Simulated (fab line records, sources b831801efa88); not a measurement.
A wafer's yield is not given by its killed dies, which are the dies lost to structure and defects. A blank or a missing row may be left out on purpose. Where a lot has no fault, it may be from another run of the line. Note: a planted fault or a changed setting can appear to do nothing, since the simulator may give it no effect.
fab line records	flow gf180mcu	part 1 of 2: steps 1 to 30 of 40
record: lots: 5	wafers: 15	lastDay: 34
route steps=602 shown VT_IMPLANT@119 MVSD@136 NWELL@137 LVPWELL@138 MVPSD@139 DUAL_GATE@141 POLY_GATE@157
lots that met no fault: taken from a fault-free run of the same line
startH: hours from the record's first day to the start of the lot's first wafer shown	waitH: hours from the lot's prior step to this one	" same as the row above	L1.1+2: a single row standing in for several wafers	- either no value or no given start	* or withheld: withheld	< > ~ a bound
route shown NAME@n: names a module that has steps shown in the file, with the first one's number in the route	usual: mean and standard deviation over wafers with no fault	same: alike in all rows	chamber/n: place in a boat	sites: each site's reading	_std_site: standard deviation of those values	_edge_site: the outer-site mean with the inner-site mean subtracted	radiusMm: for every site, how far away it sits from the centre of the wafer	mask NAME#n: copy n	behind: tool/chamber where the wafer was last shaped	hold: cause of the lot's hold/its duration in hours/its outcome	device: names the non-switching transistor (n, p or np)	end of line: tests of these same wafers at the route's end	where a step has no rows: the recipe by itself	killed: at the first sort, the dies lost to defects and structure; wafer yield is something else	map: per-die view of a wafer (x killed, . not killed, _ where there is no die)
set.NAME: the setting as run; set.NAME@STEP: as run at that earlier step	model.NAME: the simulator's own value behind a step, which no gauge read
lots at selected steps of the route; one table per step, one row per wafer
services: the hour from which a tool's chamber was out of use, counted from the record's first day as startH (under 0 if before that day), plus the number of hours and why
== steps ==
step: GF_VT_IMPLANT_OVL_MEAS_29
usual: VT_IMPLANT_02_OVL: 0.3/1.4
lot.wafer	tool	chamber	startH	waitH	VT_IMPLANT_02_OVL[nm]
L077.1	overlay-02	-	168.02	0.1	-0.3
L077.3	"	-	"	"	-1.1
L077.5	"	-	"	"	-0.2
L083.1	overlay-01	-	197.07	0.1	-0.7
L083.3	"	-	"	"	-0.3
L083.4	"	-	"	"	1.1
L086.1	overlay-02	-	219.47	0.1	-1.7
L086.4	"	-	"	"	-1.2
L086.6	"	-	"	"	-0.2
L091.3	overlay-01	-	253.69	0.1	-1.2
L091.4	"	-	"	"	-0.4
L091.5	"	-	"	"	0.5
L095.2	overlay-01	-	275.87	0.1	0.3
L095.3	"	-	"	"	2.1
L095.4	"	-	"	"	0.4
step: GF_VT_IMPLANT_IMPLANT_30
recipe: species: B	energyKev: 25	doseCm2: 2.534e+12	tiltDeg: 7
usual: beamEnergyKeV: 25.000/0.0078	tiltDeg: 6.997/0.018
lot.wafer	tool	chamber	startH	waitH	beamEnergyKeV	tiltDeg
L077.1	implanter-02	0	168.05	0.0	24.994	6.986
L077.3	"	0	"	"	25.008	6.978
L077.5	"	0	"	"	24.997	7.007
L083.1	implanter-03	0	197.10	0.0	24.997	7.021
L083.3	"	0	"	"	24.998	7.013
L083.4	"	0	"	"	24.999	7.007
L086.1	implanter-03	0	219.50	0.0	25.003	7.014
L086.4	"	0	"	"	24.993	7.012
L086.6	"	0	"	"	24.996	7.009
L091.3	implanter-02	0	253.77	0.1	24.995	6.991
L091.4	"	0	"	"	25.000	6.958
L091.5	"	0	"	"	25.006	7.012
L095.2	implanter-02	0	275.93	0.0	25.006	6.997
L095.3	"	0	"	"	24.995	6.995
L095.4	"	0	"	"	25.004	7.007
step: GF_VT_IMPLANT_STRIP_31
recipe: chemistry: O2/N2	powerW: 1400	pressureMtorr: 1500	platenTempC: 250	o2FlowSccm: 3000	n2FlowSccm: 300	overashFraction: 0.5
usual: chamberPressureMTorr: 1499.9/1.4	drypumpMotorCurrentA: 5.60/0.19	heaterPowerW: 332/24	n2FlowSccm: 299.9/0.87	oesProductAu: 0.716/0.0048	stripTimeToEndpointS: 12.64/0.034
lot.wafer	tool	chamber	startH	waitH	chamberPressureMTorr	drypumpMotorCurrentA	heaterPowerW	n2FlowSccm	oesProductAu	rfHoursCounterH	stripTimeToEndpointS
L077.1	plasmaAsher-03	1	168.20	0.1	1500.1	5.53	315	299.1	0.709	38	12.65
L077.3	"	0	"	"	1502.6	5.79	319	298.9	0.716	-	12.68
L077.5	"	0	"	"	1498.9	5.80	328	299.7	0.720	-	12.68
L083.1	plasmaAsher-02	0	197.25	0.1	1499.9	6.02	304	299.5	0.709	57	12.68
L083.3	"	1	"	"	1501.6	5.31	323	299.5	0.720	-	12.67
L083.4	"	0	"	"	1499.4	6.03	306	300.2	0.724	-	12.65
L086.1	plasmaAsher-03	1	219.65	0.1	1500.5	5.51	314	298.5	0.712	44	12.67
L086.4	"	0	"	"	1498.6	5.78	332	299.6	0.723	-	12.60
L086.6	"	1	"	"	1498.7	5.51	318	298.5	0.716	-	12.66
L091.3	plasmaAsher-04	1	253.90	0.1	1500.7	5.37	377	300.8	0.725	-	12.65
L091.4	"	0	"	"	1501.8	5.64	327	300.8	0.707	-	12.60
L091.5	"	1	"	"	1499.8	5.36	384	300.3	0.709	-	12.64
L095.2	plasmaAsher-04	0	276.05	0.1	1500.0	5.63	321	300.0	0.716	17	12.65
L095.3	"	1	"	"	1499.8	5.39	383	300.2	0.713	-	12.67
L095.4	"	0	"	"	1498.2	5.63	317	299.2	0.722	-	12.67
step: GF_VT_IMPLANT_TW_MEAS_32
usual: VT_IMPLANT_3_TW: 271.0/2
lot.wafer	tool	chamber	startH	waitH	VT_IMPLANT_3_TW
L077.1	filmMetro-01	-	168.30	0.1	269.1
L077.3	"	-	"	"	270.4
L077.5	"	-	"	"	269.4
L083.1	filmMetro-02	-	197.35	0.1	269.8
L083.3	"	-	"	"	269.9
L083.4	"	-	"	"	269.6
L086.1	filmMetro-01	-	219.75	0.1	271.2
L086.4	"	-	"	"	273.3
L086.6	"	-	"	"	273.8
L091.3	filmMetro-01	-	253.99	0.1	273.5
L091.4	"	-	"	"	274.0
L091.5	"	-	"	"	273.6
L095.2	filmMetro-01	-	276.16	0.1	273.1
L095.3	"	-	"	"	274.9
L095.4	"	-	"	"	274.0
step: GF_VT_IMPLANT_DEHYDRATE_33
recipe: tempC: 200	timeS: 60
lot.wafer	tool	chamber	startH	waitH
L077.1+3+5	lithoTrack-01	0	175.52	7.2
L083.1+3+4	lithoTrack-01	0	204.92	7.6
L086.1+4+6	lithoTrack-03	0	228.13	8.4
L091.3+4+5	lithoTrack-01	0	263.02	9.0
L095.2+3+4	lithoTrack-03	0	284.90	8.7
step: GF_VT_IMPLANT_HMDS_34
recipe: primeTimeS: 60	primeTempC: 120
lot.wafer	tool	chamber	startH	waitH
L077.1+3+5	lithoTrack-01	0	175.67	0.1
L083.1+3+4	lithoTrack-01	0	205.07	0.1
L086.1+4+6	lithoTrack-03	0	228.28	0.1
L091.3+4+5	lithoTrack-01	0	263.17	0.1
L095.2+3+4	lithoTrack-03	0	285.05	0.1
step: GF_VT_IMPLANT_COAT_35
recipe: resist: NOVOLAK	spinRpm: 3000	resistThkNm: 1000
lot.wafer	tool	chamber	startH	waitH
L077.1+3+5	lithoTrack-01	0	175.82	0.1
L083.1+3+4	lithoTrack-01	0	205.22	0.1
L086.1+4+6	lithoTrack-03	0	228.43	0.1
L091.3+4+5	lithoTrack-01	0	263.32	0.1
L095.2+3+4	lithoTrack-03	0	285.20	0.1
step: GF_VT_IMPLANT_SOFTBAKE_36
recipe: tempC: 90	timeS: 60	resist: NOVOLAK
lot.wafer	tool	chamber	startH	waitH
L077.1+3+5	lithoTrack-01	0	175.97	0.1
L083.1+3+4	lithoTrack-01	0	205.37	0.1
L086.1+4+6	lithoTrack-03	0	228.58	0.1
L091.3+4+5	lithoTrack-01	0	263.47	0.1
L095.2+3+4	lithoTrack-03	0	285.35	0.1
step: GF_VT_IMPLANT_EXPOSE_37
recipe: maskId: Nwell_HV_AREA	targetCdNm: 860	na: 0.6	sourceShape: conventional	sigmaOuter: 0.6	doseMj: 140
lot.wafer	tool	chamber	startH	waitH	mask
L077.1+3+5	ilineStepper-01	0	-	-	Nwell_HV_AREA#0
L083.1+3+4	ilineStepper-02	0	-	-	Nwell_HV_AREA#0
L086.1+4+6	ilineStepper-01	0	-	-	Nwell_HV_AREA#0
L091.3+4+5	ilineStepper-01	0	-	-	Nwell_HV_AREA#0
L095.2+3+4	ilineStepper-01	0	-	-	Nwell_HV_AREA#0
step: GF_VT_IMPLANT_PEB_38
recipe: tempC: withheld	timeS: *	resist: NOVOLAK
lot.wafer	tool	chamber	startH	waitH
L077.1+3+5	lithoTrack-01	0	-	-
L083.1+3+4	lithoTrack-02	0	-	-
L086.1+4+6	lithoTrack-02	0	-	-
L091.3+4+5	lithoTrack-01	0	-	-
L095.2+3+4	lithoTrack-02	0	-	-
step: GF_VT_IMPLANT_DEVELOP_39
recipe: developTimeS: 60	devTempC: 23
lot.wafer	tool	chamber	startH	waitH
L077.1+3+5	lithoTrack-01	0	183.97	0.1
L083.1+3+4	lithoTrack-02	0	213.69	0.1
L086.1+4+6	lithoTrack-02	0	237.54	0.1
L091.3+4+5	lithoTrack-01	0	272.72	0.1
L095.2+3+4	lithoTrack-02	0	295.26	0.1
step: GF_VT_IMPLANT_OVL_MEAS_40
usual: VT_IMPLANT_03_OVL: -0.7/1.5
lot.wafer	tool	chamber	startH	waitH	VT_IMPLANT_03_OVL[nm]
L077.1	overlay-01	-	184.12	0.1	1.3
L077.3	"	-	"	"	1.1
L077.5	"	-	"	"	1.9
L083.1	overlay-02	-	213.84	0.1	-5.1
L083.3	"	-	"	"	-4.3
L083.4	"	-	"	"	-4.1
L086.1	overlay-02	-	237.69	0.1	-1.2
L086.4	"	-	"	"	-2.0
L086.6	"	-	"	"	-0.6
L091.3	overlay-01	-	272.83	0.1	-2.2
L091.4	"	-	"	"	-0.9
L091.5	"	-	"	"	-1.1
L095.2	overlay-01	-	295.40	0.1	-1.0
L095.3	"	-	"	"	0.3
L095.4	"	-	"	"	0.5
step: GF_VT_IMPLANT_IMPLANT_41
recipe: species: As	energyKev: 70	doseCm2: 1.013e+12	tiltDeg: 7
usual: beamEnergyKeV: 70.003/0.022	tiltDeg: 6.994/0.017
lot.wafer	tool	chamber	startH	waitH	beamEnergyKeV	tiltDeg
L077.1	implanter-02	0	184.15	0.0	69.981	7.005
L077.3	"	0	"	"	69.993	6.981
L077.5	"	0	"	"	69.963	7.010
L083.1	implanter-01	0	213.88	0.0	70.041	6.994
L083.3	"	0	"	"	69.988	6.990
L083.4	"	0	"	"	70.032	6.966
L086.1	implanter-02	0	237.73	0.0	69.997	7.006
L086.4	"	0	"	"	69.979	6.997
L086.6	"	0	"	"	69.992	7.001
L091.3	implanter-03	0	272.90	0.1	70.018	6.980
L091.4	"	0	"	"	69.979	7.001
L091.5	"	0	"	"	69.987	6.999
L095.2	implanter-02	0	295.45	0.0	70.013	7.018
L095.3	"	0	"	"	69.990	7.007
L095.4	"	0	"	"	69.983	7.005
step: GF_VT_IMPLANT_STRIP_42
recipe: chemistry: O2/N2	powerW: 1400	pressureMtorr: 1500	platenTempC: 250	o2FlowSccm: 3000	n2FlowSccm: 300	overashFraction: 0.5
usual: chamberPressureMTorr: 1500.0/1.4	drypumpMotorCurrentA: 5.60/0.25	heaterPowerW: 329/25	n2FlowSccm: 300.0/0.79	oesProductAu: 0.716/0.004	stripTimeToEndpointS: 12.65/0.032
lot.wafer	tool	chamber	startH	waitH	chamberPressureMTorr	drypumpMotorCurrentA	heaterPowerW	n2FlowSccm	oesProductAu	rfHoursCounterH	stripTimeToEndpointS
L077.1	plasmaAsher-03	0	184.30	0.1	1500.2	5.75	323	300.0	0.718	40	12.65
L077.3	"	0	"	"	1499.0	5.77	324	299.4	0.719	-	12.64
L077.5	"	0	"	"	1501.6	5.77	334	299.8	0.720	-	12.66
L083.1	plasmaAsher-02	1	214.03	0.1	1502.9	5.32	328	299.0	0.717	58	12.65
L083.3	"	1	"	"	1496.9	5.31	325	300.6	0.718	-	12.66
L083.4	"	0	"	"	1502.3	5.97	304	299.2	0.721	-	12.66
L086.1	plasmaAsher-02	0	237.88	0.1	1499.9	6.01	305	300.1	0.716	61	12.70
L086.4	"	0	"	"	1497.8	6.00	300	299.4	0.721	-	12.73
L086.6	"	0	"	"	1499.6	6.00	307	300.5	0.709	-	12.67
L091.3	plasmaAsher-02	1	273.04	0.1	1500.0	5.31	323	299.0	0.715	-	12.62
L091.4	"	0	"	"	1499.7	5.98	309	300.0	0.719	-	12.64
L091.5	"	1	"	"	1499.9	5.28	320	299.4	0.713	-	12.64
L095.2	plasmaAsher-04	0	295.58	0.1	1502.1	5.64	308	298.9	0.722	19	12.63
L095.3	"	0	"	"	1501.5	5.64	318	299.8	0.713	-	12.68
L095.4	"	1	"	"	1501.8	5.37	375	300.8	0.717	-	12.63
step: GF_VT_IMPLANT_TW_MEAS_43
usual: VT_IMPLANT_4_TW: 698/4.7
lot.wafer	tool	chamber	startH	waitH	VT_IMPLANT_4_TW
L077.1	filmMetro-01	-	184.40	0.1	690
L077.3	"	-	"	"	692
L077.5	"	-	"	"	689
L083.1	filmMetro-01	-	214.13	0.1	699
L083.3	"	-	"	"	697
L083.4	"	-	"	"	700
L086.1	filmMetro-01	-	238.26	0.3	704
L086.4	"	-	"	"	705
L086.6	"	-	"	"	703
L091.3	filmMetro-02	-	273.12	0.1	695
L091.4	"	-	"	"	693
L091.5	"	-	"	"	694
L095.2	filmMetro-01	-	295.69	0.1	700
L095.3	"	-	"	"	705
L095.4	"	-	"	"	706
step: GF_VT_IMPLANT_CLEAN_44
recipe: chemistry: SC1/SC2	mix: 1:4:20	tempC: 70	timeS: 150	dry: n2Spin
lot.wafer	tool	chamber	startH	waitH
L077.1+3+5	wetBench-04	2	184.46	0.1
L083.1+3+4	wetBench-02	2	214.19	0.1
L086.1+4+6	wetBench-04	1	238.32	0.1
L091.3+4+5	wetBench-04	3	273.16	0.0
L095.2+3+4	wetBench-01	0	295.74	0.0
step: GF_VT_IMPLANT_RTA_45
recipe: tempC: 1050	timeS: 30	ambient: N2
usual: lampPowerPct: 38/4.6	wafer_temp_C_max: 1054.9/1.2
lot.wafer	tool	chamber	startH	waitH	lampPowerPct	wafer_temp_C_max
L077.1	rtpAnneal-01	0	184.51	0.0	42	1054.3
L077.3	"	0	"	"	42	1054.5
L077.5	"	0	"	"	42	1054.7
L083.1	rtpAnneal-02	0	214.24	0.0	33	1054.0
L083.3	"	0	"	"	33	1053.2
L083.4	"	0	"	"	33	1053.4
L086.1	rtpAnneal-02	0	238.37	0.0	33	1053.9
L086.4	"	0	"	"	33	1054.4
L086.6	"	0	"	"	33	1053.7
L091.3	rtpAnneal-01	0	273.25	0.0	42	1056.4
L091.4	"	0	"	"	42	1056.1
L091.5	"	0	"	"	42	1055.2
L095.2	rtpAnneal-01	0	295.80	0.0	42	1054.2
L095.3	"	0	"	"	42	1055.4
L095.4	"	0	"	"	42	1056.1
step: GF_VT_IMPLANT_RS_MEAS_46
recipe: thkMeasGauge: four-point-probe
usual: MVSD_RS: 456.7/1.5
lot.wafer	tool	chamber	startH	waitH	MVSD_RS[ohm/sq]
L077.1	filmMetro-03	-	184.61	0.1	457.1
L077.3	"	-	"	"	456.6
L077.5	"	-	"	"	456.6
L083.1	filmMetro-03	-	214.34	0.1	456.1
L083.3	"	-	"	"	456.6
L083.4	"	-	"	"	455.9
L086.1	filmMetro-03	-	238.47	0.1	455.2
L086.4	"	-	"	"	456.1
L086.6	"	-	"	"	455.6
L091.3	filmMetro-03	-	273.35	0.1	455.8
L091.4	"	-	"	"	456.4
L091.5	"	-	"	"	456.3
L095.2	filmMetro-03	-	295.91	0.1	454.8
L095.3	"	-	"	"	454.6
L095.4	"	-	"	"	455.6
step: GF_VT_IMPLANT_RS_MEAS_47
recipe: thkMeasGauge: four-point-probe
usual: NWELL_RS: 487.6/1.5
lot.wafer	tool	chamber	startH	waitH	NWELL_RS[ohm/sq]
L077.1	filmMetro-03	-	184.73	0.1	485.6
L077.3	"	-	"	"	487.4
L077.5	"	-	"	"	486.4
L083.1	filmMetro-03	-	214.46	0.1	487.1
L083.3	"	-	"	"	486.4
L083.4	"	-	"	"	487.5
L086.1	filmMetro-03	-	238.59	0.1	487.2
L086.4	"	-	"	"	486.6
L086.6	"	-	"	"	486.3
L091.3	filmMetro-03	-	273.47	0.1	487.3
L091.4	"	-	"	"	486.0
L091.5	"	-	"	"	486.8
L095.2	filmMetro-03	-	296.03	0.1	488.3
L095.3	"	-	"	"	488.0
L095.4	"	-	"	"	488.6
step: GF_VT_IMPLANT_RS_MEAS_48
recipe: thkMeasGauge: four-point-probe
usual: LVPWELL_RS: 1197/3.4
lot.wafer	tool	chamber	startH	waitH	LVPWELL_RS[ohm/sq]
L077.1	filmMetro-03	-	184.85	0.1	1197
L077.3	"	-	"	"	1198
L077.5	"	-	"	"	1197
L083.1	filmMetro-03	-	214.58	0.1	1196
L083.3	"	-	"	"	1200
L083.4	"	-	"	"	1193
L086.1	filmMetro-03	-	238.71	0.1	1200
L086.4	"	-	"	"	1197
L086.6	"	-	"	"	1201
L091.3	filmMetro-03	-	273.59	0.1	1190
L091.4	"	-	"	"	1191
L091.5	"	-	"	"	1195
L095.2	filmMetro-03	-	296.15	0.1	1191
L095.3	"	-	"	"	1191
L095.4	"	-	"	"	1190
step: GF_VT_IMPLANT_RS_MEAS_49
recipe: thkMeasGauge: four-point-probe
usual: MVPSD_RS: 1168/3.5
lot.wafer	tool	chamber	startH	waitH	MVPSD_RS[ohm/sq]
L077.1	filmMetro-03	-	184.97	0.1	1166
L077.3	"	-	"	"	1163
L077.5	"	-	"	"	1163
L083.1	filmMetro-03	-	214.70	0.1	1168
L083.3	"	-	"	"	1169
L083.4	"	-	"	"	1166
L086.1	filmMetro-03	-	238.83	0.1	1167
L086.4	"	-	"	"	1168
L086.6	"	-	"	"	1168
L091.3	filmMetro-03	-	273.71	0.1	1165
L091.4	"	-	"	"	1167
L091.5	"	-	"	"	1167
L095.2	filmMetro-03	-	296.27	0.1	1164
L095.3	"	-	"	"	1162
L095.4	"	-	"	"	1162
step: GF_VT_IMPLANT_WET_ETCH_50
recipe: chemistry: dHF	targetDepthNm: 20	target: SiO2	tempC: 25	dilution: 100:1	timeS: 400
lot.wafer	tool	chamber	startH	waitH
L077.1+3+5	wetBench-02	0	185.09	0.1
L083.1+3+4	wetBench-01	1	214.82	0.1
L086.1+4+6	wetBench-01	2	238.95	0.1
L091.3+4+5	wetBench-02	2	273.79	0.1
L095.2+3+4	wetBench-04	0	296.37	0.1
step: GF_DUAL_GATE_CLEAN_00
recipe: chemistry: SC1/SC2	mix: 1:4:20	tempC: 70	timeS: 150
lot.wafer	tool	chamber	startH	waitH
L077.1+3+5	wetBench-04	3	185.21	0.0
L083.1+3+4	wetBench-02	0	214.94	0.0
L086.1+4+6	wetBench-02	1	239.07	0.0
L091.3+4+5	wetBench-01	2	273.91	0.0
L095.2+3+4	wetBench-02	3	296.50	0.0
step: GF_DUAL_GATE_CLEAN_01
recipe: chemistry: dHF	timeS: 20	dilution: 100:1	dry: ipaMarangoni
lot.wafer	tool	chamber	startH	waitH
L077.1+3+5	wetBench-02	1	185.26	0.0
L083.1+3+4	wetBench-01	1	214.99	0.0
L086.1+4+6	wetBench-04	1	239.12	0.0
L091.3+4+5	wetBench-02	0	273.96	0.0
L095.2+3+4	wetBench-04	3	296.55	0.0
step: GF_DUAL_GATE_OXIDATION_02
recipe: tempC: 900	ambient: O2	stabiliseS: 600	purgeS: 300	targetThkA: 108.87	oxTimeS: 1602
usual: tubeCenterTempC: 900/0.083	zonePowerCentrePct: 19.5/0.96	zonePowerUpperPct: 18.90/0.21
lot.wafer	tool	chamber	startH	waitH	tubeCenterTempC	zonePowerCentrePct	zonePowerUpperPct
L077.1	furnace-02	0	185.71	0.4	900	20.6	18.83
L077.3	"	0	"	"	899.99	20.6	18.73
L077.5	"	0	"	"	899.94	20.7	18.26
L083.1	furnace-01	0	215.99	1.0	900.05	18.6	19.05
L083.3	"	0	"	"	899.94	18.9	18.93
L083.4	"	0	"	"	900.03	18.6	19.00
L086.1	furnace-01	0	239.13	0.0	900.02	18.9	19.14
L086.4	"	0	"	"	900.05	18.4	18.97
L086.6	"	0	"	"	899.92	18.7	19.15
L091.3	furnace-02	0	273.98	0.0	899.99	20.5	18.70
L091.4	"	0	"	"	899.92	20.3	18.57
L091.5	"	0	"	"	900.16	20.6	18.57
L095.2	furnace-01	0	296.65	0.1	900	18.4	18.70
L095.3	"	0	"	"	899.95	18.7	18.83
L095.4	"	0	"	"	900	18.6	18.94
step: GF_DUAL_GATE_THK_MEAS_03
recipe: reads: SiO2_of_DUAL_GATE_OXIDATION_02
usual: DUAL_GATE_OXIDATION_00_THK: 10.79/0.23
lot.wafer	tool	chamber	startH	waitH	DUAL_GATE_OXIDATION_00_THK[nm]
L077.1	filmMetro-03	-	187.16	0.0	10.86
L077.3	"	-	"	"	10.82
L077.5	"	-	"	"	11.19
L083.1	filmMetro-03	-	217.44	0.0	11.02
L083.3	"	-	"	"	10.99
L083.4	"	-	"	"	10.90
L086.1	filmMetro-01	-	240.58	0.0	11.00
L086.4	"	-	"	"	10.71
L086.6	"	-	"	"	10.99
L091.3	filmMetro-02	-	275.44	0.0	10.35
L091.4	"	-	"	"	10.36
L091.5	"	-	"	"	10.44
L095.2	filmMetro-02	-	298.10	0.0	10.50
L095.3	"	-	"	"	10.61
L095.4	"	-	"	"	10.40
step: GF_DUAL_GATE_DEHYDRATE_04
recipe: tempC: 200	timeS: 60
lot.wafer	tool	chamber	startH	waitH
L077.1+3+5	lithoTrack-04	0	195.72	8.6
L083.1+3+4	lithoTrack-01	0	225.57	8.1
L086.1+4+6	lithoTrack-03	0	249.63	9.0
L091.3+4+5	lithoTrack-04	0	284.02	8.6
L095.2+3+4	lithoTrack-03	0	307.80	9.7
step: GF_DUAL_GATE_HMDS_05
recipe: primeTimeS: 60	primeTempC: 120
lot.wafer	tool	chamber	startH	waitH
L077.1+3+5	lithoTrack-04	0	195.87	0.1
L083.1+3+4	lithoTrack-01	0	225.72	0.1
L086.1+4+6	lithoTrack-03	0	249.78	0.1
L091.3+4+5	lithoTrack-04	0	284.17	0.1
L095.2+3+4	lithoTrack-03	0	307.95	0.1
step: GF_DUAL_GATE_COAT_06
recipe: resist: NOVOLAK	spinRpm: 3000	resistThkNm: 1000
lot.wafer	tool	chamber	startH	waitH
L077.1+3+5	lithoTrack-04	0	196.02	0.1
L083.1+3+4	lithoTrack-01	0	225.87	0.1
L086.1+4+6	lithoTrack-03	0	249.93	0.1
L091.3+4+5	lithoTrack-04	0	284.32	0.1
L095.2+3+4	lithoTrack-03	0	308.10	0.1
step: GF_DUAL_GATE_SOFTBAKE_07
recipe: tempC: 90	timeS: 60	resist: NOVOLAK
lot.wafer	tool	chamber	startH	waitH
L077.1+3+5	lithoTrack-04	0	196.17	0.1
L083.1+3+4	lithoTrack-01	0	226.02	0.1
L086.1+4+6	lithoTrack-03	0	250.08	0.1
L091.3+4+5	lithoTrack-04	0	284.47	0.1
L095.2+3+4	lithoTrack-03	0	308.25	0.1
